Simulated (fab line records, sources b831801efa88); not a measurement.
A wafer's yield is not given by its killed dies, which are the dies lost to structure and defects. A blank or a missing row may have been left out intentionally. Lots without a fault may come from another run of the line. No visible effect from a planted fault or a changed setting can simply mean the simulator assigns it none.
Problem report in the 8D (eight disciplines) form, filled by code | flow gf180mcu | the parts of the form that need people (team, actions taken, sign-off) are left out

## 1. WHAT WENT WRONG
Wafers without a fault read 7.499e+12, standard deviation 9.4e+09; dose-ions-cm2 at GF_HV_LDD_IMPLANT_35 reads a mean of 7.984e+12 on 9 wafers belonging to 3 lots. Measured from the usual mean, that is +52 standard deviations.
The first sign was on wafer L441.1 at day 13 15:10, on implanter-02. The record has a number at this step for 21 wafers belonging to 7 lots. Rule for "out" (also "out of limits"): further than 4 standard deviations from the usual mean. The rest of the wafers with a number are treated as sound.

## 2. WHAT IT IS, AND WHAT IT ISN'T
question                    | is                     | is not
which readings at this step | dose-ions-cm2          | beam-on-s
which lots                  | L441, L443, L444       | L445, L452, L455, L457
which wafers of those lots  | all that have a number | -
read on which tools         | implanter-02           | implanter-01, implanter-03
when                        | from day 13 15:10      | up to then (0 sound wafers); but 12 sound wafers of L445, L452, L455, L457 came after

## 3. WHAT RULES OUT EACH SUSPECT
Counting: a tool stays on the suspect list if, at a process step up to the reading, it processed all lots that are out and no sound lot following the first of them.
- implanter-02 at GF_HV_LDD_IMPLANT_35: ruled out as a lasting fault. The sound lots L455 went through it after L441, its earliest lot that is out (day 13 15:10).
Left after counting: nothing in the record.

## 4. THE CAUSE (what the simulator had put in)
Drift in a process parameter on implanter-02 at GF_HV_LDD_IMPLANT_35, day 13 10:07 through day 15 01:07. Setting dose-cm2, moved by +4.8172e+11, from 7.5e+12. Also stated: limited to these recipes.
Counting ruled it out, wrongly.

## 5. THE EFFECT CHAIN, in route order
Rows list readings where the struck wafers' mean (over those with a number) sits beyond 3 standard deviations from the usual. Only readings for which the record gives a usual standard deviation are gone through. hours: the time from each lot's start at the first step in this table that gives one to its start at this step, as a median over the lots. sigmas: the change in usual standard deviations.
hours | step                 | reading            | usual     | on struck wafers | change     | sigmas
0     | GF_HV_LDD_IMPLANT_35 | dose-ions-cm2      | 7.499e+12 | 7.984e+12        | +4.850e+11 | +52
0     | GF_HV_LDD_IMPLANT_35 | faraday-current-uA | 42.4      | 45.2             | +2.8       | +3.6
Here are the process steps it includes:
- GF_HV_LDD_IMPLANT_35

## 6. WHAT WOULD HAVE CAUGHT IT SOONER
The fault began at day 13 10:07; the first out-of-limits reading in this record came at day 13 15:10, 5 hours later.
